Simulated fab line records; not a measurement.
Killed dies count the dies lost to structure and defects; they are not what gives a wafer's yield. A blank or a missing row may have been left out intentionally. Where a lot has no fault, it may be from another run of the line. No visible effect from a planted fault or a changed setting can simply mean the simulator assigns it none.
Struck lot and sound lot, side by side || flow sky130 || 15 out of 708 route steps
Sound: these wafers, L980.1, L980.5, L980.6. Struck: wafer L976.1. (L976.5 of the same lot was not struck and is left out.) The cause comes at the end.
For every step that has rows: the tool of each side, followed by ch and its chambers, followed by its first start. Under that, the readings that differ: sound wafers || struck wafers || difference of the means || sigmas: that difference in standard deviations of wafers without a fault.
alike: readings whose means differ by less than 2 such deviations, and words and numbers that are the same on both sides. not compared: withheld readings, readings that some wafer has no value for, bounds like >300 that may hide the same value, and numbers for which the record gives no deviation and whose values overlap.
The two part at a step that has a row with sigmas, a row that says differs or no value, or rows on one side only. Numbers that have no deviation but don't overlap get no sigmas and don't part them. Lack of a reading on every wafer of one side parts them only where that side has two or more wafers.

SKY_GATE_OXIDE_OVL_MEAS_10:
  sound on overlay-01, day 19 23:42; struck on overlay-01, day 18 03:08
  alike: GATE_OXIDE_OVL
then, 2 steps without rows for these wafers: SKY_GATE_OXIDE_IMPLANT_11; SKY_GATE_OXIDE_WET_ETCH_12 (etches SiO2 in dHF, target depth 16.8 nm, time 336 s).
SKY_GATE_OXIDE_STRIP_13: strips in O2/N2.
  sound on plasma-asher-02 ch 0,1, day 20 00:00; struck on plasma-asher-02 ch 1, day 18 03:25
  alike: drypump-motor-current-A, oes-product-au, strip-time-to-endpoint-s
  not compared: rf-hours-counter-h
SKY_GATE_OXIDE_TW_MEAS_14:
  sound on film-metro-03, day 20 00:06; struck on film-metro-04, day 18 03:31
{"reading": "GATE_OXIDE_TW", "sound": "223.5 221.7 222.8", "struck": 229.5, "difference": "+6.8", "sigmas": "+2"}
then, 3 steps without rows for these wafers: SKY_GATE_OXIDE_CLEAN_15 (cleans in SC1/SC2, time 150 s); SKY_GATE_OXIDE_OXIDATION_16 (stabilise 600 s, purge 300 s, target thk 3.57 nm); SKY_POLY_GATE_CVD_00 (deposits poly-Si, target thk 180 nm, time 720 s).
SKY_POLY_GATE_THK_MEAS_01:
  sound on film-metro-01, day 20 03:29; struck on film-metro-01, day 18 08:39
  alike: POLY_GATE_CVD_00_THK
then, 3 steps without rows for these wafers: SKY_RES_PROTECT_DEHYDRATE_00 (time 60 s); SKY_RES_PROTECT_HMDS_01 (prime time 60 s); SKY_RES_PROTECT_COAT_02 (resist thk 1140 nm).
SKY_RES_PROTECT_SOFTBAKE_03: time 60 s.
  sound on litho-track-01 ch 0, day 20 18:56; struck on litho-track-04 ch 0, day 18 23:08
{"reading": "heater-power-total-W (W)", "sound": "56.64 56.70 56.62", "struck": 58.56, "difference": "+1.91", "sigmas": "+42"}
{"reading": "run-length-s (s)", "sound": "89.40 89.16 89.14", "struck": 83.29, "difference": -5.94, "sigmas": -46}
then, 1 step without rows for these wafers: SKY_RES_PROTECT_EXPOSE_04 (exposes mask RPM, target cd 1270 nm).
-- a jump in the record: the struck wafers' starts before and after are 31 days apart (it breaks off in module RES_PROTECT and resumes in module PAD_OPEN, where the first step shown is number 708 of the route) --
SKY_PAD_OPEN_PROBE_99:
  sound on prober-01, day 51 01:10; struck on prober-01, day 49 23:05
{"reading": "killed-at-front-end", "sound": "18 17 19", "struck": 10, "difference": -8, "sigmas": -2}
  alike: killed_at_M0_to_M3, killed_at_M4_up, killed-at-contacts, killed-at-other, killed-dies, killed-open, killed-short

## WHERE THEY PART
At SKY_GATE_OXIDE_TW_MEAS_14 first; at SKY_PAD_OPEN_PROBE_99 last (within this record only).

WHY: the cause the simulator had injected
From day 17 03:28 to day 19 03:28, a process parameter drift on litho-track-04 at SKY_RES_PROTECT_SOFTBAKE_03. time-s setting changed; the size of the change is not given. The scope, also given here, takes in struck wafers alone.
